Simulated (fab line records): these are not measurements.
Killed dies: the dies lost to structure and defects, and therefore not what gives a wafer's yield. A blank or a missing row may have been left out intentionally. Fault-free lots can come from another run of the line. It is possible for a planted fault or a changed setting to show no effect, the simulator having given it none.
Commonality check across tools || flow gf180mcu || 45 wafers sampled across 15 lots

THE REASON FOR OPENING IT
On 3 of the 15 lots, a flag is raised at GF_V1_CD_MEAS_14 on the reading cdNm. Wafers without a fault read 259.7 nm, standard deviation 1.1.
Rule: a lot is flagged when every wafer of it that has a number lies more than 4 standard deviations from that mean, or none has a number. All remaining lots are regarded as sound.

{"lot": "L455", "measured": "day 17 19:58", "on": "cdSem-02", "cdNm (nm), wafer by wafer": "259.8 260.0 260.0", "flag": ""}
{"lot": "L456", "measured": "day 18 17:52", "on": "cdSem-01", "cdNm (nm), wafer by wafer": "259.2 258.9 258.0", "flag": ""}
{"lot": "L457", "measured": "day 18 19:17", "on": "cdSem-01", "cdNm (nm), wafer by wafer": "259.0 259.8 258.6", "flag": ""}
{"lot": "L458", "measured": "day 19 16:37", "on": "cdSem-02", "cdNm (nm), wafer by wafer": "260.7 261.0 261.4", "flag": ""}
{"lot": "L461", "measured": "day 20 21:10", "on": "cdSem-01", "cdNm (nm), wafer by wafer": "259.0 260.2 259.8", "flag": ""}
{"lot": "L462", "measured": "day 21 01:06", "on": "cdSem-02", "cdNm (nm), wafer by wafer": "260.0 259.4 260.7", "flag": ""}
{"lot": "L466", "measured": "day 22 05:31", "on": "cdSem-02", "cdNm (nm), wafer by wafer": "258.4 258.9 259.7", "flag": ""}
{"lot": "L467", "measured": "day 22 15:41", "on": "cdSem-01", "cdNm (nm), wafer by wafer": "233.1 232.2 232.9", "flag": "FLAGGED"}
{"lot": "L468", "measured": "day 22 22:18", "on": "cdSem-02", "cdNm (nm), wafer by wafer": "233.9 233.9 234.4", "flag": "FLAGGED"}
{"lot": "L470", "measured": "day 23 14:22", "on": "cdSem-02", "cdNm (nm), wafer by wafer": "239.1 238.8 239.9", "flag": "FLAGGED"}
{"lot": "L474", "measured": "day 24 20:53", "on": "cdSem-01", "cdNm (nm), wafer by wafer": "259.5 259.8 258.5", "flag": ""}
{"lot": "L475", "measured": "day 25 06:20", "on": "cdSem-02", "cdNm (nm), wafer by wafer": "260.2 260.7 260.7", "flag": ""}
{"lot": "L476", "measured": "day 25 12:25", "on": "cdSem-02", "cdNm (nm), wafer by wafer": "260.1 260.7 260.0", "flag": ""}
{"lot": "L477", "measured": "day 25 17:14", "on": "cdSem-01", "cdNm (nm), wafer by wafer": "258.6 258.4 258.7", "flag": ""}
{"lot": "L478", "measured": "day 26 05:11", "on": "cdSem-02", "cdNm (nm), wafer by wafer": "261.5 260.3 260.9", "flag": ""}
The numbers of the flagged lots are 235.4 nm on average: -24.3 nm against the usual, or -22 standard deviations.

EACH LOT AND THE TOOL IT RAN ON
Before the reading, the record contains 2 process steps out of a 602-step route. Every cell lists first the tool, next ch and the chambers used by the sampled wafers, and last the start.
{"lot": "L455", "flag": "", "GF_M1_STRIP_17": "plasmaAsher-01 ch 0,1, day 16 20:31", "GF_V1_SOFTBAKE_10": "lithoTrack-02 ch 0, day 17 09:00"}
{"lot": "L456", "flag": "", "GF_M1_STRIP_17": "plasmaAsher-01 ch 0,1, day 17 14:10", "GF_V1_SOFTBAKE_10": "lithoTrack-01 ch 0, day 18 05:00"}
{"lot": "L457", "flag": "", "GF_M1_STRIP_17": "plasmaAsher-03 ch 0,1, day 17 18:34", "GF_V1_SOFTBAKE_10": "lithoTrack-03 ch 0, day 18 07:00"}
{"lot": "L458", "flag": "", "GF_M1_STRIP_17": "plasmaAsher-01 ch 0,1, day 18 14:10", "GF_V1_SOFTBAKE_10": "lithoTrack-01 ch 0, day 19 03:00"}
{"lot": "L461", "flag": "", "GF_M1_STRIP_17": "plasmaAsher-04 ch 0,1, day 19 19:40", "GF_V1_SOFTBAKE_10": "lithoTrack-02 ch 0, day 20 08:00"}
{"lot": "L462", "flag": "", "GF_M1_STRIP_17": "plasmaAsher-04 ch 0,1, day 19 23:30", "GF_V1_SOFTBAKE_10": "lithoTrack-03 ch 0, day 20 13:00"}
{"lot": "L466", "flag": "", "GF_M1_STRIP_17": "plasmaAsher-01 ch 0,1, day 21 04:34", "GF_V1_SOFTBAKE_10": "lithoTrack-03 ch 0, day 21 17:00"}
{"lot": "L467", "flag": "FLAGGED", "GF_M1_STRIP_17": "plasmaAsher-04 ch 0,1, day 21 15:09", "GF_V1_SOFTBAKE_10": "lithoTrack-03 ch 0, day 22 04:00"}
{"lot": "L468", "flag": "FLAGGED", "GF_M1_STRIP_17": "plasmaAsher-01 ch 0,1, day 21 21:19", "GF_V1_SOFTBAKE_10": "lithoTrack-03 ch 0, day 22 10:00"}
{"lot": "L470", "flag": "FLAGGED", "GF_M1_STRIP_17": "plasmaAsher-01 ch 0,1, day 22 14:19", "GF_V1_SOFTBAKE_10": "lithoTrack-03 ch 0, day 23 03:00"}
{"lot": "L474", "flag": "", "GF_M1_STRIP_17": "plasmaAsher-04 ch 0,1, day 23 21:47", "GF_V1_SOFTBAKE_10": "lithoTrack-01 ch 0, day 24 09:00"}
{"lot": "L475", "flag": "", "GF_M1_STRIP_17": "plasmaAsher-03 ch 0,1, day 24 07:56", "GF_V1_SOFTBAKE_10": "lithoTrack-01 ch 0, day 24 19:00"}
{"lot": "L476", "flag": "", "GF_M1_STRIP_17": "plasmaAsher-04 ch 0,1, day 24 13:58", "GF_V1_SOFTBAKE_10": "lithoTrack-02 ch 0, day 25 02:00"}
{"lot": "L477", "flag": "", "GF_M1_STRIP_17": "plasmaAsher-03 ch 0,1, day 24 19:21", "GF_V1_SOFTBAKE_10": "lithoTrack-02 ch 0, day 25 06:00"}
{"lot": "L478", "flag": "", "GF_M1_STRIP_17": "plasmaAsher-03 ch 0,1, day 25 06:49", "GF_V1_SOFTBAKE_10": "lithoTrack-02 ch 0, day 25 18:00"}
What the steps here do:
- GF_M1_STRIP_17: strips in O2/N2.
- GF_V1_SOFTBAKE_10: time 60 s.
- GF_V1_CD_MEAS_14: target cd 260 nm.

FLAGGED OVER TOTAL, TOOL BY TOOL (the gauges that took the reading come last)
{"step": "GF_M1_STRIP_17", "tool": "plasmaAsher-01", "lots run": 6, "flagged": 2, "share of the flagged lots": "some", "sound lots run after its first flagged lot": 0}
{"step": "GF_M1_STRIP_17", "tool": "plasmaAsher-03", "lots run": 4, "flagged": 0, "share of the flagged lots": "none", "sound lots run after its first flagged lot": "-"}
{"step": "GF_M1_STRIP_17", "tool": "plasmaAsher-04", "lots run": 5, "flagged": 1, "share of the flagged lots": "some", "sound lots run after its first flagged lot": "2 (L474,L476)"}
{"step": "GF_V1_SOFTBAKE_10", "tool": "lithoTrack-01", "lots run": 4, "flagged": 0, "share of the flagged lots": "none", "sound lots run after its first flagged lot": "-"}
{"step": "GF_V1_SOFTBAKE_10", "tool": "lithoTrack-02", "lots run": 5, "flagged": 0, "share of the flagged lots": "none", "sound lots run after its first flagged lot": "-"}
{"step": "GF_V1_SOFTBAKE_10", "tool": "lithoTrack-03", "lots run": 6, "flagged": 3, "share of the flagged lots": "all", "sound lots run after its first flagged lot": 0}
{"step": "GF_V1_CD_MEAS_14", "tool": "cdSem-01", "lots run": 6, "flagged": 1, "share of the flagged lots": "some", "sound lots run after its first flagged lot": "2 (L474,L477)"}
{"step": "GF_V1_CD_MEAS_14", "tool": "cdSem-02", "lots run": 9, "flagged": 2, "share of the flagged lots": "some", "sound lots run after its first flagged lot": "3 (L475,L476,L478)"}

WHAT THE TABLE ALLOWS
All flagged lots share 1 row of the table, namely lithoTrack-03 at GF_V1_SOFTBAKE_10.
- lithoTrack-03 at GF_V1_SOFTBAKE_10 ran 6 lots, 3 of them flagged. Its last sound lot is L466 (day 21 17:00), its first flagged lot L467 (day 22 04:00): a fault that began between those two fits. Its own readings (heaterPowerTotalW, plateTempC) fall more than 4 standard deviations out on all wafers of the flagged lots.
lithoTrack-03 at GF_V1_SOFTBAKE_10 is the single tool remaining.

WHAT HAD BEEN PUT IN BY THE SIMULATOR
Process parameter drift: lithoTrack-03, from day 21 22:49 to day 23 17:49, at GF_V1_SOFTBAKE_10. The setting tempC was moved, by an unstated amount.
Shown lots that were struck: L467, L468, L470. The same result came from the rule above.
